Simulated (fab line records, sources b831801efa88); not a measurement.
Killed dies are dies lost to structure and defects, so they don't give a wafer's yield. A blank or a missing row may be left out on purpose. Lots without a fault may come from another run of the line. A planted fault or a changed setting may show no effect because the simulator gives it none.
A struck lot beside a sound one | flow sky130 | 30 steps out of a route of 708
Sound: wafers L747.1, L747.3, L747.5. Struck: wafers L761.1, L761.3, L761.6. The cause comes at the end.
At each step with rows: each side's tool, then ch and its chambers, then its first start. Under that, the readings that differ: sound wafers | struck wafers | difference of the means | sigmas: that difference in standard deviations of wafers without a fault.
alike: readings whose means differ by less than 2 such deviations, and words and numbers that are the same on both sides. not compared: withheld readings, readings that some wafer has no value for, bounds like >300 that may hide the same value, and numbers for which the record gives no deviation and whose values overlap.
The two part at a step that has a row with sigmas, a row that says differs or no value, or rows on one side only. Numbers that don't overlap but have no deviation are shown without sigmas and don't part them. A reading that every wafer of one side lacks parts them only if that side has two wafers or more.

SKY_METAL4_CD_MEAS_13: target cd 300 nm.
  sound on cd_sem-02, day 43 19:22; struck on cd_sem-01, day 46 19:58
  alike: cd_nm
SKY_METAL4_OVL_MEAS_14:
  sound on overlay-01, day 43 19:29; struck on overlay-01, day 46 20:05
  alike: METAL4_OVL
then, 1 step without rows for these wafers: SKY_METAL4_DESCUM_15 (chemistry O2, time 8 s).
SKY_METAL4_ETCH_16: etches BARC in N2/H2, stops on SiO2, time 88.2 s, target depth 60 nm.
  sound on rie_metal-04 ch 1, day 43 19:34; struck on rie_metal-01 ch 1, day 46 20:10
  alike: drypump_motor_current_A, oes_product_au, throttle_valve_pct
  not compared: rf_hours_counter_h
SKY_METAL4_ETCH_17: etches SiO2 in C4F8/O2/Ar, stops on TiN, time 3.9 s, target depth 15 nm.
  sound on rie_diel-04 ch 0,1,3, day 43 19:40; struck on rie_diel-03 ch 2,3, day 46 20:16
  alike: oes_product_au
  not compared: rf_hours_counter_h
then, 1 step without rows for these wafers: SKY_METAL4_METAL_ETCH_18 (etches the open film in Cl2/BCl3, stops on SiO2, target depth 845 nm, time 183.1 s).
SKY_METAL4_STRIP_19: strips in O2/N2.
  sound on plasma_asher-02 ch 0,1, day 43 19:51; struck on plasma_asher-02 ch 0, day 46 20:28
  alike: drypump_motor_current_A, o2_flow_sccm, oes_product_au, strip_time_to_endpoint_s
  not compared: rf_hours_counter_h
then, 4 steps without rows for these wafers: SKY_METAL4_STRIP_20 (strips in post etch residue remover, time 1200 s); SKY_METAL4_CLEAN_21 (cleans in IPA, time 180 s); SKY_METAL4_CLEAN_22 (cleans in O3/DIW); SKY_VIA4_HDPCVD_00 (deposits SiO2, target thk 1750 nm, time 291.7 s).
SKY_VIA4_THK_MEAS_01:
  sound on film_metro-02, day 43 20:38; struck on film_metro-04, day 46 21:16
  alike: VIA4_HDPCVD_THK
SKY_VIA4_CMP_02: polishes SiO2.
  sound on cmp-02 ch 1,2,3, day 43 20:42; struck on cmp-01 ch 1,2,3, day 46 21:20
  no value came back on the struck wafers for edge_zone_pressure_frac, head_pressure_psi (psi), motor_current_A (A); on the sound wafers edge_zone_pressure_frac reads 0.997 1.001 0.998
  reading                                  | sound           | struck         | difference | sigmas
  model.SiO2_of_VIA4_HDPCVD_00.thk_nm (nm) | 579.5 579 580.4 | 1742 1734 1723 | +1153      |
SKY_VIA4_BOW_MEAS_03:
  sound on film_metro-03, day 43 21:00; struck on film_metro-04, day 46 21:38
  reading       | sound    | struck      | difference | sigmas
  VIA4_BOW (um) | 77 79 81 | 143 138 130 | +58        | +8
then, 7 steps without rows for these wafers: SKY_VIA4_DEHYDRATE_04 (time 60 s); SKY_VIA4_HMDS_05 (prime time 60 s); SKY_VIA4_COAT_06 (resist thk 1140 nm); SKY_VIA4_SOFTBAKE_07 (time 60 s); SKY_VIA4_EXPOSE_08 (exposes mask VIM4, target cd 800 nm); SKY_VIA4_PEB_09; SKY_VIA4_DEVELOP_10 (develop time 60 s).
SKY_VIA4_OVL_MEAS_11:
  sound on overlay-01, day 44 19:28; struck on overlay-01, day 47 17:58
  alike: VIA4_OVL
SKY_VIA4_ETCH_12: etches SiO2 in C4F8/O2/Ar, stops on TiN, target depth 580 nm.
  sound on rie_diel-01 ch 1,2,3, day 44 19:31; struck on rie_diel-02 ch 0,3, day 47 18:01
  reading                          | sound             | struck            | difference | sigmas
  oes_product_au (a.u.)            | 0.930 0.931 0.935 | 1.623 1.625 1.609 | +0.687     | +99 or more
  model.VIA4.feature_depth_nm (nm) | 579.5 579 580.4   | 654.1 652.7 646.4 | +71.4      |
  model.etch.depth_nm (nm)         | 579.5 579 580.4   | 654.1 652.7 646.4 | +71.4      |
SKY_VIA4_STRIP_13: strips in O2/N2.
  sound on plasma_asher-02 ch 0,1, day 44 19:35; struck on plasma_asher-01 ch 0,1, day 47 18:05
  alike: drypump_motor_current_A, o2_flow_sccm, oes_product_au, strip_time_to_endpoint_s
  not compared: rf_hours_counter_h
then, 3 steps without rows for these wafers: SKY_VIA4_STRIP_14 (strips in post etch residue remover, time 1200 s); SKY_VIA4_CLEAN_15 (cleans in IPA, time 180 s); SKY_VIA4_CLEAN_16 (cleans in O3/DIW).
SKY_VIA4_SPUTTER_17: material TiN, target thk 20 nm, time 80 s.
  sound on pvd_sputter-01, day 44 20:10; struck on pvd_sputter-01, day 47 18:53
  alike: cathode_dc_power_W, throttle_valve_pct
then, 1 step without rows for these wafers: SKY_VIA4_CVD_18 (deposits W, target thk 505 nm, time 152.14 s).
SKY_VIA4_CMP_21: polishes, stops on SiO2, t overpolish 25 s, target thk 0 nm.
  sound on cmp-01 ch 0,1,2, day 44 20:40; struck on cmp-02 ch 0,2,3, day 47 19:19
  reading                                  | sound           | struck         | difference | sigmas
  model.SiO2_of_VIA4_HDPCVD_00.thk_nm (nm) | 574 573.6 574.9 | 1737 1728 1718 | +1154      |
  alike: edge_zone_pressure_frac, head_pressure_psi, motor_current_A

WHERE THEY PART
First at SKY_VIA4_CMP_02; last, within this record, at SKY_VIA4_ETCH_12. Later steps at which nothing parts them and some readings are alike: SKY_VIA4_STRIP_13, SKY_VIA4_SPUTTER_17, SKY_VIA4_CMP_21.

WHY: what the simulator had put in
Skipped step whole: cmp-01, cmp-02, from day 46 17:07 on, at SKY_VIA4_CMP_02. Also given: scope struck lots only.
